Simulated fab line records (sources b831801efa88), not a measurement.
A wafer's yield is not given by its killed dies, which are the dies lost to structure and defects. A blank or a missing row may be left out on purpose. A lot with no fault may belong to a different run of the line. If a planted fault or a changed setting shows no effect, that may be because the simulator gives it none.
A single fault, viewed from 2 desks :: flow gf180mcu :: every desk sees just its own numbers, and what lay behind them comes last

## AT THE METROLOGY DESK
What the gauges read, lot by lot, whatever tool the lot ran on: means of the sampled wafers that have a number. Marked OUT: a lot whose mean sits more than 4 standard deviations from the usual mean, which makes it out of limits; the brackets give that distance.
Columns: A = NSD_OVL at GF_NSD_OVL_MEAS_08, usual 0.8 nm; B = CONTACT_BOW at GF_CONTACT_BOW_MEAS_05, usual 65 um
lot: L157
first seen here: day 14 10:33
A: 0.4
B: 63

lot: L158
first seen here: day 14 23:25
A: 1.6
B: 57

lot: L159
first seen here: day 15 11:16
A: 1.9
B: 73

lot: L163
first seen here: day 16 17:31
A: 2.5
B: 64

lot: L161
first seen here: day 16 17:46
A: 3.6
B: 63

lot: L165
first seen here: day 17 15:43
A: 4.8
B: 63

lot: L168
first seen here: day 18 01:01
A: 0.7
B: 54

lot: L167
first seen here: day 18 01:29
A: 1.4
B: 52

lot: L169
first seen here: day 18 23:16
A: 2.5
B: 53

lot: L172
first seen here: day 19 08:35
A: 0.2
B: 71

lot: L173
first seen here: day 19 16:50
A: 0.6
B: 80

lot: L174
first seen here: day 19 18:47
A: 1.2
B: 65

lot: L176
first seen here: day 20 13:29
A: 1.7
B: 64
Finding of this desk: none of the 13 lots has anything out of limits.

## AT THE TOOL OWNER'S DESK: hdpcvd-01
The tool's own readings at GF_CONTACT_CVD_00 (deposits SiO2, target thk 300 nm, time 50 s): means of the sampled wafers that have a number, for each lot that ran on this tool. Marked OUT: a lot whose mean sits more than 4 standard deviations from the usual mean, which makes it out of limits; the brackets give that distance.
Columns: A = pressure-mtorr at GF_CONTACT_CVD_00, usual 6.000 mTorr; B = run-length-s at GF_CONTACT_CVD_00, usual 78.1 s
lot: L157
first seen here: day 16 05:23
A: 6.006
B: 78.0

lot: L159
first seen here: day 17 09:50
A: 6.000
B: 78.2

lot: L172
first seen here: day 21 10:14
A: 5.993
B: 78.3
Finding of this desk: none of the 3 lots has anything out of limits.

## TAKEN TOGETHER
Metrology desk: nothing out of limits seen.
Nothing out of limits was seen by the tool owner's desk.

## WHAT THE SIMULATOR HAD INSERTED
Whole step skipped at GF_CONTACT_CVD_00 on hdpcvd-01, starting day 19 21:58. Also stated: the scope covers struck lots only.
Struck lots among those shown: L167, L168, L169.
